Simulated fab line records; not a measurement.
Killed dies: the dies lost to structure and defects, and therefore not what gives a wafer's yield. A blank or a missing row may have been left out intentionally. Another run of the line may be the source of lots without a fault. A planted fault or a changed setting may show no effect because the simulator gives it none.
fab line records	flow gf180mcu
record lots=13	wafers=39	lastDay=34
route steps=602 shown STI@15 LVPWELL@64 MVSD@76 VT_IMPLANT@111 POLY_GATE@168
lots that met no fault: from a run of the same line without faults
startH: hours from the record's first day to the start of the lot's first wafer shown	waitH: hours elapsed since this lot's preceding step	" as in the row above	L1.1+2: a row that stands for several wafers	- value missing, or start not given	* or withheld: withheld	< > ~ a bound
route shown NAME@n: names a module that has steps shown in the file, with the first one's number in the route	usual: mean/standard deviation of fault-free wafers	same: alike in all rows	chamber/n: place in a boat	sites: each site's reading	_std_site: how widely they spread, as a standard deviation	_edge_site: mean of outer sites minus mean of inner sites	radiusMm: for every site, how far away it sits from the centre of the wafer	mask NAME#n: copy n	behind: tool/chamber where the wafer was last shaped	hold: what put the lot on hold/how long, in hours/how the hold closed	device: transistor that didn't switch, given as n, p or np	end of line: the route-end tests of the same wafers	for a step that has no rows: nothing shown but its recipe	killed: dies that structure and defects cost at the first sort, which is not the same as the wafer's yield	map: shows each die of a wafer: x if killed, . if not, _ if none is there
set.NAME: the setting the step ran with; set.NAME@STEP: the setting that earlier step ran with	model.NAME: the simulator's own value behind a step, which no gauge read
the route's steps for a sample of lots (tables are steps, rows are wafers)
services: a tool's chamber out of use, with start hour (startH, from the record's first day; less than 0 if before it), hours out, and reason
## steps
# step GF_STI_ETCH_14
# recipe target=Si	chemistry=HBr/Cl2/O2	targetDepthNm=360	icpW=600	biasW=150	pressureMtorr=15	HBr_flow_sccm=150	Cl2_flow_sccm=40	O2_flow_sccm=6	timeS=102.9
# usual drypumpMotorCurrentA=5.7/0.37	oesProductAu=1.002/0.0068	throttleValvePct=25.655/0.0086
lot.wafer	tool	chamber	startH	waitH	drypumpMotorCurrentA	oesProductAu	rfHoursCounterH	throttleValvePct
L719.2	rieSi-02	0	31.32	0.0	5.2	1.006	137	25.636
L719.4	"	2	"	"	6.2	1.008	-	25.654
L719.5	"	0	"	"	5.3	1.004	-	25.648
L720.2	rieSi-02	0	36.75	0.0	5.2	1.009	138	25.645
L720.4	"	2	"	"	6.2	0.999	-	25.667
L720.5	"	1	"	"	5.4	1.007	-	25.661
L721.1	rieSi-01	2	41.69	0.0	6.1	1.014	8	25.660
L721.4	"	3	"	"	5.3	1.001	0	25.648
L721.6	"	3	"	"	5.4	1.007	-	25.652
L722.2	rieSi-01	1	45.75	0.0	6.0	1.006	47	25.655
L722.3	"	0	"	"	5.6	0.996	48	25.663
L722.6	"	2	"	"	6.1	1.001	-	25.669
L728.3	rieSi-01	0	77.29	0.0	5.6	1.001	49	25.670
L728.4	"	2	"	"	6.1	0.996	8	25.648
L728.6	"	2	"	"	6.1	0.999	-	25.657
L732.2	rieSi-01	1	99.34	0.0	6.0	1.011	47	25.649
L732.3	"	3	"	"	5.4	0.992	1	25.660
L732.6	"	2	"	"	6.1	1.002	-	25.642
L735.1	rieSi-02	0	116.29	0.0	5.3	0.995	138	25.655
L735.2	"	1	"	"	5.4	0.997	3	25.666
L735.4	"	1	"	"	5.4	0.999	-	25.656
L736.2	rieSi-02	0	119.32	0.0	5.2	1.000	138	25.648
L736.3	"	2	"	"	6.2	0.994	50	25.674
L736.5	"	0	"	"	5.2	1.004	-	25.651
L737.1	rieSi-01	0	123.20	0.0	5.6	0.999	49	25.655
L737.3	"	2	"	"	6.1	1.001	9	25.667
L737.6	"	3	"	"	5.4	0.990	-	25.661
L738.2	rieSi-02	2	132.20	0.0	6.2	1.002	50	25.648
L738.5	"	1	"	"	5.4	0.992	-	25.662
L738.6	"	0	"	"	5.2	1.001	-	25.644
L739.2	rieSi-01	1	135.70	0.0	6.0	1.005	47	25.644
L739.4	"	0	"	"	5.6	1.001	49	25.654
L739.6	"	2	"	"	6.1	1.015	-	25.642
L740.3	rieSi-01	2	143.24	0.0	6.1	1.004	9	25.654
L740.4	"	3	"	"	5.4	1.003	-	25.650
L740.5	"	0	"	"	5.6	0.986	-	25.662
L741.1	rieSi-02	3	148.10	0.0	5.6	0.993	0	25.668
L741.4	"	3	"	"	5.6	0.991	-	25.658
L741.5	"	2	"	"	6.2	1.015	-	25.647
# step GF_LVPWELL_STRIP_10
# recipe chemistry=O2/N2	powerW=1400	pressureMtorr=1500	platenTempC=250	o2FlowSccm=3000	n2FlowSccm=300	overashFraction=0.5
# usual drypumpMotorCurrentA=5.7/0.45	heaterPowerW=315/28	o2FlowSccm=3002/8.5	oesProductAu=0.722/0.0048	stripTimeToEndpointS=37.01/0.12
lot.wafer	tool	chamber	startH	waitH	drypumpMotorCurrentA	heaterPowerW	o2FlowSccm	oesProductAu	rfHoursCounterH	stripTimeToEndpointS
L719.2	plasmaAsher-04	0	75.54	0.1	5.2	280	3005	0.724	29	37.14
L719.4	"	1	"	"	5.8	319	2998	0.728	-	37.08
L719.5	"	0	"	"	5.2	278	2992	0.726	-	37.13
L720.2	plasmaAsher-01	1	80.04	0.1	5.2	341	2993	0.727	38	36.95
L720.4	"	0	"	"	6.1	299	3002	0.724	-	36.93
L720.5	"	1	"	"	5.2	338	3003	0.721	-	36.96
L721.1	plasmaAsher-01	0	86.10	0.1	6.1	308	2989	0.725	39	36.85
L721.4	"	0	"	"	6.2	314	2999	0.724	-	36.88
L721.6	"	0	"	"	6.2	315	3006	0.724	-	36.88
L722.2	plasmaAsher-04	0	91.37	0.1	5.2	277	3002	0.719	31	36.90
L722.3	"	1	"	"	5.8	312	3018	0.719	-	36.89
L722.6	"	1	"	"	5.8	314	3011	0.732	-	36.92
L728.3	plasmaAsher-04	1	126.14	0.1	5.8	304	2989	0.970	-	-
L728.4	"	0	"	"	5.2	278	3003	0.968	-	-
L728.6	"	1	"	"	5.8	310	2984	0.962	-	-
L732.2	plasmaAsher-01	0	153.07	0.1	6.2	308	3000	0.716	47	36.94
L732.3	"	1	"	"	5.2	333	2998	0.724	-	36.97
L732.6	"	0	"	"	6.2	305	2998	0.727	-	36.93
L735.1	plasmaAsher-02	1	174.90	0.1	5.4	278	3001	0.722	4	37.14
L735.2	"	0	"	"	6.4	370	3002	0.720	4	37.01
L735.4	"	0	"	"	6.4	366	3008	0.723	-	37.04
L736.2	plasmaAsher-04	1	175.14	0.1	5.8	321	2993	0.721	41	36.96
L736.3	"	1	"	"	5.8	313	2994	0.719	-	36.93
L736.5	"	0	"	"	5.2	277	2999	0.733	-	36.84
L737.1	plasmaAsher-01	1	180.52	0.1	5.2	330	3005	0.718	50	37.11
L737.3	"	0	"	"	6.1	304	3001	0.724	-	37.11
L737.6	"	1	"	"	5.2	335	3006	0.728	-	37.15
L738.2	plasmaAsher-02	1	187.69	0.1	5.4	285	3012	0.724	5	36.85
L738.5	"	1	"	"	5.4	287	3004	0.727	-	36.85
L738.6	"	0	"	"	6.3	362	2995	0.726	-	36.82
L739.2	plasmaAsher-02	0	191.89	0.1	6.4	369	2993	0.720	6	37.00
L739.4	"	1	"	"	5.4	278	2992	0.707	-	37.10
L739.6	"	1	"	"	5.4	289	2988	0.722	-	36.95
L740.3	plasmaAsher-02	0	197.43	0.1	6.4	374	3007	0.725	-	37.06
L740.4	"	1	"	"	5.4	288	2996	0.725	-	37.08
L740.5	"	1	"	"	5.4	279	3005	0.706	-	37.06
L741.1	plasmaAsher-01	1	203.54	0.1	5.2	347	3007	0.725	51	36.87
L741.4	"	1	"	"	5.2	349	3008	0.716	-	36.98
L741.5	"	0	"	"	6.1	307	3013	0.721	-	37.04
# step GF_MVSD_STRIP_10
# recipe chemistry=O2/N2	powerW=1400	pressureMtorr=1500	platenTempC=250	o2FlowSccm=3000	n2FlowSccm=300	overashFraction=0.5
# usual drypumpMotorCurrentA=5.7/0.46	heaterPowerW=330/35	o2FlowSccm=3000/9.6	oesProductAu=0.723/0.0044	stripTimeToEndpointS=36.96/0.11
lot.wafer	tool	chamber	startH	waitH	drypumpMotorCurrentA	heaterPowerW	o2FlowSccm	oesProductAu	rfHoursCounterH	stripTimeToEndpointS
L719.2	plasmaAsher-01	1	89.32	0.1	5.2	340	3016	0.720	39	37.19
L719.4	"	0	"	"	6.2	306	2981	0.725	-	37.05
L719.5	"	0	"	"	6.2	306	2993	0.725	-	37.12
L720.2	plasmaAsher-03	1	94.10	0.1	5.4	395	2997	0.719	48	37.07
L720.4	"	0	"	"	6.0	298	3005	0.731	-	37.07
L720.5	"	1	"	"	5.4	398	3004	0.735	-	37.07
L721.1	plasmaAsher-03	1	100.42	0.1	5.4	398	2995	0.721	49	37.08
L721.4	"	0	"	"	6.0	299	2990	0.730	-	37.10
L721.6	"	1	"	"	5.4	396	3004	0.719	-	37.08
L722.2	plasmaAsher-01	1	105.75	0.1	5.2	347	3006	0.725	41	36.97
L722.3	"	1	"	"	5.2	339	3006	0.725	-	37.04
L722.6	"	0	"	"	6.2	304	3011	0.733	-	36.93
L728.3	plasmaAsher-01	0	140.82	0.1	6.1	309	2987	0.730	-	41.67
L728.4	"	1	"	"	5.2	335	2999	0.726	-	41.74
L728.6	"	1	"	"	5.2	333	2995	0.727	-	41.77
L732.2	plasmaAsher-02	1	169.65	0.1	5.4	289	2994	0.720	3	37.08
L732.3	"	0	"	"	6.4	370	2990	0.724	-	37.03
L732.6	"	1	"	"	5.4	286	3017	0.728	-	36.96
L735.1	plasmaAsher-03	1	192.23	0.1	5.4	404	3024	0.724	60	36.85
L735.2	"	0	"	"	6.0	303	3001	0.718	60	36.79
L735.4	"	1	"	"	5.4	391	3003	0.727	-	36.72
L736.2	plasmaAsher-02	0	192.30	0.1	6.3	359	3010	0.719	6	36.89
L736.3	"	1	"	"	5.4	282	3000	0.721	-	36.92
L736.5	"	0	"	"	6.3	361	3026	0.726	-	37.02
L737.1	plasmaAsher-01	0	196.72	0.1	6.1	310	2995	0.723	50	37.03
L737.3	"	0	"	"	6.2	295	2995	0.723	-	37.01
L737.6	"	0	"	"	6.1	301	2991	0.714	-	37.00
L738.2	plasmaAsher-01	1	205.03	0.1	5.2	343	3010	0.724	51	36.83
L738.5	"	1	"	"	5.2	351	3010	0.727	-	36.83
L738.6	"	0	"	"	6.1	310	3004	0.723	-	36.85
L739.2	plasmaAsher-02	1	209.98	0.1	5.4	284	2996	0.725	8	36.97
L739.4	"	0	"	"	6.3	368	3004	0.721	-	36.84
L739.6	"	1	"	"	5.4	285	2995	0.724	-	36.98
L740.3	plasmaAsher-01	1	215.01	0.1	5.2	339	3008	0.728	-	36.88
L740.4	"	0	"	"	6.2	307	2999	0.718	-	36.76
L740.5	"	0	"	"	6.2	305	3002	0.728	-	36.83
L741.1	plasmaAsher-01	1	221.15	0.1	5.2	342	2989	0.720	52	36.83
L741.4	"	1	"	"	5.2	340	2980	0.725	-	36.75
L741.5	"	0	"	"	6.2	314	3006	0.722	-	36.86
# step GF_MVSD_TW_MEAS_11
# usual MVSD_TW=1572/9.2
lot.wafer	tool	chamber	startH	waitH	hold	MVSD_TW
L719.2	filmMetro-02	-	89.43	0.1	-	1580
L719.4	"	-	"	"	-	1574
L719.5	"	-	"	"	-	1586
L720.2	filmMetro-03	-	94.21	0.1	-	1563
L720.4	"	-	"	"	-	1581
L720.5	"	-	"	"	-	1564
L721.1	filmMetro-03	-	100.52	0.1	-	1578
L721.4	"	-	"	"	-	1580
L721.6	"	-	"	"	-	1577
L722.2	filmMetro-01	-	105.86	0.1	-	1568
L722.3	"	-	"	"	-	1568
L722.6	"	-	"	"	-	1568
L728.3	filmMetro-03	-	140.90	0.1	awaitDispo/0.2h/release	1491
L728.4	"	-	"	"	awaitDispo/0.2h/release	1495
L728.6	"	-	"	"	awaitDispo/0.2h/release	1493
L728.3	filmMetro-03	-	141.17	0.3	-	1492
L728.4	"	-	"	"	-	1498
L728.6	"	-	"	"	-	1494
L732.2	filmMetro-03	-	169.76	0.1	-	1548
L732.3	"	-	"	"	-	1551
L732.6	"	-	"	"	-	1561
L735.1	filmMetro-02	-	192.33	0.1	-	1572
L735.2	"	-	"	"	-	1580
L735.4	"	-	"	"	-	1573
L736.2	filmMetro-01	-	192.41	0.1	-	1570
L736.3	"	-	"	"	-	1584
L736.5	"	-	"	"	-	1571
L737.1	filmMetro-02	-	196.82	0.1	-	1581
L737.3	"	-	"	"	-	1585
L737.6	"	-	"	"	-	1581
L738.2	filmMetro-03	-	205.14	0.1	-	1564
L738.5	"	-	"	"	-	1566
L738.6	"	-	"	"	-	1574
L739.2	filmMetro-01	-	210.09	0.1	-	1581
L739.4	"	-	"	"	-	1578
L739.6	"	-	"	"	-	1571
L740.3	filmMetro-01	-	215.09	0.1	-	1578
L740.4	"	-	"	"	-	1562
L740.5	"	-	"	"	-	1572
L741.1	filmMetro-03	-	221.25	0.1	-	1575
L741.4	"	-	"	"	-	1571
L741.5	"	-	"	"	-	1567
# step GF_VT_IMPLANT_TW_MEAS_21
# usual VT_IMPLANT_2_TW=1216/9
lot.wafer	tool	chamber	startH	waitH	VT_IMPLANT_2_TW
L719.2	filmMetro-04	-	133.51	0.1	1222
L719.4	"	-	"	"	1223
L719.5	"	-	"	"	1228
L720.2	filmMetro-01	-	138.45	0.1	1208
L720.4	"	-	"	"	1213
L720.5	"	-	"	"	1206
L721.1	filmMetro-01	-	145.05	0.1	1220
L721.4	"	-	"	"	1217
L721.6	"	-	"	"	1214
L722.2	filmMetro-04	-	151.59	0.1	1229
L722.3	"	-	"	"	1224
L722.6	"	-	"	"	1225
L728.3	filmMetro-04	-	190.97	0.1	1229
L728.4	"	-	"	"	1228
L728.6	"	-	"	"	1226
L732.2	filmMetro-04	-	220.41	0.1	1221
L732.3	"	-	"	"	1222
L732.6	"	-	"	"	1217
L735.1	filmMetro-03	-	246.69	0.1	1200
L735.2	"	-	"	"	1196
L735.4	"	-	"	"	1212
L736.2	filmMetro-04	-	247.35	0.1	1230
L736.3	"	-	"	"	1229
L736.5	"	-	"	"	1224
L737.1	filmMetro-04	-	251.95	0.1	1219
L737.3	"	-	"	"	1220
L737.6	"	-	"	"	1219
L738.2	filmMetro-04	-	259.60	0.1	1226
L738.5	"	-	"	"	1224
L738.6	"	-	"	"	1225
L739.2	filmMetro-03	-	264.06	0.1	1202
L739.4	"	-	"	"	1206
L739.6	"	-	"	"	1204
L740.3	filmMetro-01	-	271.27	0.1	1210
L740.4	"	-	"	"	1213
L740.5	"	-	"	"	1207
L741.1	filmMetro-01	-	277.73	0.1	1206
L741.4	"	-	"	"	1206
L741.5	"	-	"	"	1202
# step GF_POLY_GATE_OVL_MEAS_11
# usual POLY_GATE_OVL=-4/5.4
lot.wafer	tool	chamber	startH	waitH	POLY_GATE_OVL[nm]
L719.2	overlay-01	-	209.12	0.1	-8
L719.4	"	-	"	"	-8
L719.5	"	-	"	"	-13
L720.2	overlay-01	-	213.02	0.1	-1
L720.4	"	-	"	"	-4
L720.5	"	-	"	"	-3
L721.1	overlay-01	-	217.42	0.1	-13
L721.4	"	-	"	"	2
L721.6	"	-	"	"	-7
L722.2	overlay-01	-	226.89	0.1	-4
L722.3	"	-	"	"	0
L722.6	"	-	"	"	3
L728.3	overlay-01	-	273.12	0.1	-10
L728.4	"	-	"	"	-11
L728.6	"	-	"	"	-11
L732.2	overlay-01	-	311.92	0.1	1
L732.3	"	-	"	"	-4
L732.6	"	-	"	"	-5
L736.2	overlay-02	-	332.39	0.1	-7
L736.3	"	-	"	"	-10
L736.5	"	-	"	"	-14
L735.1	overlay-01	-	332.40	0.1	-8
L735.2	"	-	"	"	-6
L735.4	"	-	"	"	-3
L737.1	overlay-02	-	338.06	0.1	-6
L737.3	"	-	"	"	-8
L737.6	"	-	"	"	-5
L738.2	overlay-02	-	346.11	0.1	-10
L738.5	"	-	"	"	-2
L738.6	"	-	"	"	1
L739.2	overlay-01	-	352.61	0.1	-1
L739.4	"	-	"	"	6
L739.6	"	-	"	"	-3
L740.3	overlay-02	-	364.44	0.1	-3
L740.4	"	-	"	"	1
L740.5	"	-	"	"	-1
L741.1	overlay-01	-	367.95	0.1	-7
L741.4	"	-	"	"	-10
L741.5	"	-	"	"	-4
## services
tool	chamber	startH	hours	kind
rieSi-01	-	9.38	0.7	repair
rieSi-02	3	27.09	12.6	repair
rieSi-01	-	28.38	0.2	repair
plasmaAsher-04	-	50.54	3.1	repair
plasmaAsher-02	-	62.06	17.9	repair
plasmaAsher-02	-	76.89	34.2	repair
rieSi-02	3	99.27	9.4	repair
rieSi-01	0	106.61	2.2	repair
plasmaAsher-02	-	111.13	9.0	pm
plasmaAsher-02	0	111.13	9.0	ventCycle
plasmaAsher-02	1	111.13	9.0	ventCycle
rieSi-02	3	112.27	-	clean
rieSi-02	3	112.27	18.4	scheduledDown
rieSi-02	3	112.27	18.4	ventCycle
plasmaAsher-02	0	120.13	-	clean
plasmaAsher-02	1	120.13	-	clean
rieSi-02	0	136.41	-	clean
rieSi-01	1	138.57	6.6	repair
plasmaAsher-02	-	143.25	15.6	pm
rieSi-01	0	145.95	8.7	repair
rieSi-02	3	177.62	2.6	repair
rieSi-01	0	184.54	20.6	repair
plasmaAsher-01	-	185.95	8.8	repair
rieSi-01	1	201.90	9.2	repair
## key
firstSign step=GF_LVPWELL_STRIP_10	reading=oesProductAu	direction=up	sigmas=51	usual=0.722	struck=0.967
effect step=GF_MVSD_STRIP_10	reading=stripTimeToEndpointS	direction=up	sigmas=44	usual=*	struck=*
effect step=GF_MVSD_TW_MEAS_11	reading=visit	direction=added
effect step=GF_MVSD_TW_MEAS_11	reading=MVSD_TW	direction=down	sigmas=8.6	usual=1572	struck=1493
metAt GF_LVPWELL_STRIP_10
struckLots L728
sortLeftOut L728.3,L728.4,L728.6
testerLeftOut L728
notActingAt GF_STI_ETCH_14,GF_VT_IMPLANT_TW_MEAS_21,GF_POLY_GATE_OVL_MEAS_11
onsetBetween 91.37 126.14
fault kind=stripAborted	tool=plasmaAsher-04	chamber=-	onsetH=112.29	steps=GF_LVPWELL_STRIP_10	offset=0.4202	endH=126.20
# testerLeftOut: of these lots the tester's yield and bins aren't shown, on N5 and GAA mostly nor the transistor test; their killed dies are dies lost to structure and defects alone, not to doping, threshold or leakage, so they don't give the yield
# sortLeftOut: the simulated sort isn't trusted on such a fault, so these wafers' sort isn't shown, and their yield isn't known
